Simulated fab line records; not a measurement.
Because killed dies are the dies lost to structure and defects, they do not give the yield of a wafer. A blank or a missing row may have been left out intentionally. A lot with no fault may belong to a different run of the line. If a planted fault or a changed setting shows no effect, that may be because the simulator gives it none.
The tool behind it: which one? | flow gf180mcu | route of 602 steps, sampled at 1 step: 12 lots, 36 wafers

WHAT EACH GAUGE READ, for each wafer
GF_M2_RS_MEAS_05: measurement is done with a four-point probe.
lot  | measured     | on           | M2_ALCU_RS (ohm/sq)
L075 | day 18 12:17 | filmMetro-02 | 0.0680 0.0715 0.0683
L077 | day 19 03:26 | filmMetro-04 | 0.0683 0.0687 0.0698
L079 | day 19 23:19 | filmMetro-04 | 0.0704 0.0703 0.0698
L081 | day 21 02:05 | filmMetro-02 | 0.0721 0.0720 0.0707
L083 | day 21 19:22 | filmMetro-04 | 0.0676 0.0689 0.0688
L085 | day 22 18:45 | filmMetro-02 | 0.0700 0.0711 0.0698
L087 | day 23 16:58 | filmMetro-02 | 0.0691 0.0689 0.0689
L090 | day 24 03:17 | filmMetro-02 | 0.0681 0.0676 0.0688
L089 | day 24 14:29 | filmMetro-02 | 0.0691 0.0692 0.0686
L093 | day 25 05:11 | filmMetro-02 | 0.0689 0.0689 0.0689
L095 | day 25 11:39 | filmMetro-01 | 0.0691 0.0693 0.0682
L097 | day 26 11:15 | filmMetro-01 | 0.0689 0.0697 0.0688

WHAT TOOL EACH LOT RAN ON (gives the tool, then ch and the chambers of the sampled wafers, and finally the start)
There is no process step in the record ahead of these readings.

THE ANSWER, worked out from the rows above alone
Rule: the usual values come from the lots themselves. The widest of any qualifying gaps counts: lots, ordered by their means at a reading, are off when they make up no more than a third of the lots, leave a main group of 4 or more, and stand apart from it by 3 or more times the standard deviation of that group's means. A main group whose means are all the same, to the digits that the tables above print for the reading, isn't used. Also off: a lot with no number at a reading for which 4 or more lots have one. Any other lot the step has rows for is counted as sound.
Across all readings shown, no lot is off: no conclusion can be drawn from this.

WHAT THE SIMULATOR HAD INSERTED
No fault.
